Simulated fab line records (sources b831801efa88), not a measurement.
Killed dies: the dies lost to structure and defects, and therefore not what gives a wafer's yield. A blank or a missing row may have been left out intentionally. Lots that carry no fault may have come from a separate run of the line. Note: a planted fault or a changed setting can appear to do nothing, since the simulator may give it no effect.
8D (eight disciplines) problem report, filled in by code ; flow gf180mcu ; the parts of the form that need people (team, actions taken, sign-off) are left out

1. THE PROBLEM
Wafers free of any fault read 46.13 ohm/sq (standard deviation 0.086) for NSD_RS at GF_PSD_RS_MEAS_14, against a mean of 43.11 ohm/sq on 6 wafers of 2 lots. That is -35 standard deviations from the usual mean.
The step: measures by four-point-probe.
The first sign was on wafer L363.1 at day 18 20:40, on filmMetro-03. The record holds 33 wafers of 11 lots with a number at this step. Rule for "out" (also "out of limits"): further than 4 standard deviations from the usual mean. Any other wafer with a number is counted as sound.

2. WHAT IT IS; WHAT IT IS NOT
question;is;is not
which readings at this step;NSD_RS;-
which lots;L363, L365;L350, L351, L352, L354, L356, L368, L371, L372, L373
which wafers of those lots;all that have a number;-
read on which gauges;filmMetro-01, filmMetro-03;filmMetro-02
when;from day 18 20:40;"up to then (15 sound wafers); but 12 sound wafers of L368, L371, L372, L373 came after"

3. THE SUSPECTS, EACH WITH WHAT RULES IT OUT
Counting: a tool at any process step up to the reading remains a suspect when it ran all the lots that are out and ran no sound lot after the first of those.
- the gauge at GF_PSD_RS_MEAS_14: ruled out. Those wafers that are out were read across 2 gauges (filmMetro-01, filmMetro-03).
- implanter-01 at GF_NSD_IMPLANT_10: kept. It ran every lot that is out, first L363 (day 17 20:34), and no sound lot after that; its last sound lot up to then is L356 (day 15 16:00). On those wafers its own readings are out: doseIonsCm2, faradayCurrentUA.
Left after counting: implanter-01 at GF_NSD_IMPLANT_10.

4. THE CAUSE (what the simulator had put in)
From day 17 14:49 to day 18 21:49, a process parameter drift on implanter-01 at GF_NSD_IMPLANT_10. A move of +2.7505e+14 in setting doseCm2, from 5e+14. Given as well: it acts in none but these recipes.
Counting left only this tool.

5. SEQUENCE OF EFFECTS, ordered by route
Each row: a reading where the mean over the struck wafers with a number is more than 3 standard deviations away from the usual. Scope: only readings with a usual standard deviation given in the record; hours: median across lots of the time from each lot's start at the first step in this table that gives one to its start at this step; sigmas: change in usual standard deviations.
hours;step;reading;usual;on struck wafers;change;sigmas
0;GF_NSD_IMPLANT_10;doseIonsCm2;5e+14;8e+14;+3e+14;+99 or more
0;GF_NSD_IMPLANT_10;endStationPressureTorr;7.2e-06 Torr;8.3e-06;+1.1e-06;+3.4
0;GF_NSD_IMPLANT_10;faradayCurrentUA;2795;4260;+1465;+27
0;GF_NSD_STRIP_11;stripTimeToEndpointS;22.97 s;23.26;+0.29;+8.1
25;GF_PSD_RS_MEAS_14;NSD_RS;46.13 ohm/sq;43.11;-3.02;-35
The process steps in it:
- GF_NSD_IMPLANT_10
- GF_NSD_STRIP_11: strips in O2/N2.
At these later measuring or inspecting steps, every struck wafer for which the step has a row has a number for every such reading, and none has moved that far: GF_SAB_THK_MEAS_01.

6. HOW IT WOULD HAVE BEEN CAUGHT EARLIER
30 hours passed between the start of the fault at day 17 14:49 and the first reading out of limits at a measuring or inspecting step in this record, taken at day 18 20:40.
Tool's own readings at GF_NSD_IMPLANT_10, doseIonsCm2, faradayCurrentUA: out on all struck wafers the step has rows for; an alarm limit on them would have tripped on the first.
The start of GF_NSD_IMPLANT_10 on implanter-01 came by day 18 20:40 for every one of the lots that are out (2). Tool hold at that time: it would have spared none of them.
